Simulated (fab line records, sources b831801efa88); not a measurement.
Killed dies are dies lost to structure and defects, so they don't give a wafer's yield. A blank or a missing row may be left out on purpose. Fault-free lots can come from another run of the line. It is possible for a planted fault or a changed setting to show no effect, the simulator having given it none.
Matching of chambers | flow gf180mcu | cmp-01 running GF_V4_CMP_26: 4 sister chambers
The step polishes, stops on SiO2, t overpolish 15 s, target thk 0 nm. 16 wafers are shown with their chamber, then 8 later ones without.

WAFERS PAIRED WITH THEIR CHAMBERS
wafer  | chamber | motor_current_A (A) | time_to_endpoint_s (s) | retaining_ring_pressure_frac
L127.2 | 3       | 10.7                | 80                     | 0.999
L127.3 | 0       | 11.7                | 88                     | 0.999
L127.5 | 2       | 10.6                | 84                     | 1.000
L128.2 | 3       | 10.6                | 86                     | 0.995
L128.3 | 2       | 10.5                | 84                     | 0.991
L128.5 | 3       | 10.8                | 85                     | 1.000
L131.1 | 1       | 12.2                | 85                     | 0.998
L131.2 | 2       | 10.5                | 82                     | 0.998
L131.3 | 0       | 11.5                | 86                     | 1.003
L132.2 | 0       | 11.7                | 84                     | 1.004
L132.3 | 3       | 10.8                | 82                     | 1.007
L132.6 | 2       | 10.4                | 79                     | 0.999
L136.1 | 1       | 11.8                | 87                     | 0.993
L136.3 | 2       | 10.8                | 81                     | 1.007
L136.6 | 2       | 10.2                | 83                     | 1.004
L137.1 | 2       | 10.6                | 87                     | 0.994

SIGNATURES, as means of the wafers listed above
reading                      | chamber 0 | chamber 1 | chamber 2 | chamber 3 | scatter within a chamber
motor_current_A              | 11.633    | 12.000    | 10.514    | 10.725    | 0.169
time_to_endpoint_s           | 86.00     | 86.00     | 82.86     | 83.25     | 2.44
retaining_ring_pressure_frac | 1.00200   | 0.99550   | 0.99900   | 1.00025   | 0.00484
Rule: for each reading, subtract the chamber's mean from the wafer's reading, divide by that reading's scatter and square the result; add these up over the readings and take the root, which gives the wafer's distance from the chamber. If the next closest chamber is less than 2 further off than the closest, the wafer can't be placed; otherwise it belongs to the closest. How the scatter is found: for the shown wafers, subtract from each reading the mean of its chamber, square and add these, divide the total by (wafers less chambers), then take the root.

WAFERS WITHOUT THEIR CHAMBER
wafer  | motor_current_A (A) | time_to_endpoint_s (s) | retaining_ring_pressure_frac
L137.2 | 10.2                | 84                     | 1.004
L137.4 | 11.2                | 88                     | 0.999
L145.2 | 10.6                | 86                     | 1.004
L145.5 | 10.5                | 81                     | 1.004
L145.6 | 11.0                | 85                     | 1.000
L148.2 | 10.8                | 82                     | 0.993
L148.4 | 10.3                | 83                     | 1.003
L148.6 | 11.3                | 86                     | 1.005

THE CHAMBER EACH PASSED THROUGH
wafer  | from the rows above          | in truth
L137.2 | can't be placed: 2 or 3      | 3
L137.4 | can't be placed: 0 or 3 or 2 | 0
L145.2 | can't be placed: 3 or 2      | 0
L145.5 | can't be placed: 2 or 3      | 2
L145.6 | can't be placed: 3 or 2      | 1
L148.2 | can't be placed: 3 or 2      | 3
L148.4 | can't be placed: 2 or 3      | 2
L148.6 | can't be placed: 0 or 3      | 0
Correct placement for 0 of the 8. Not placeable from these rows: 8 (in 6, the candidates include the true chamber). 0 placed wrongly.
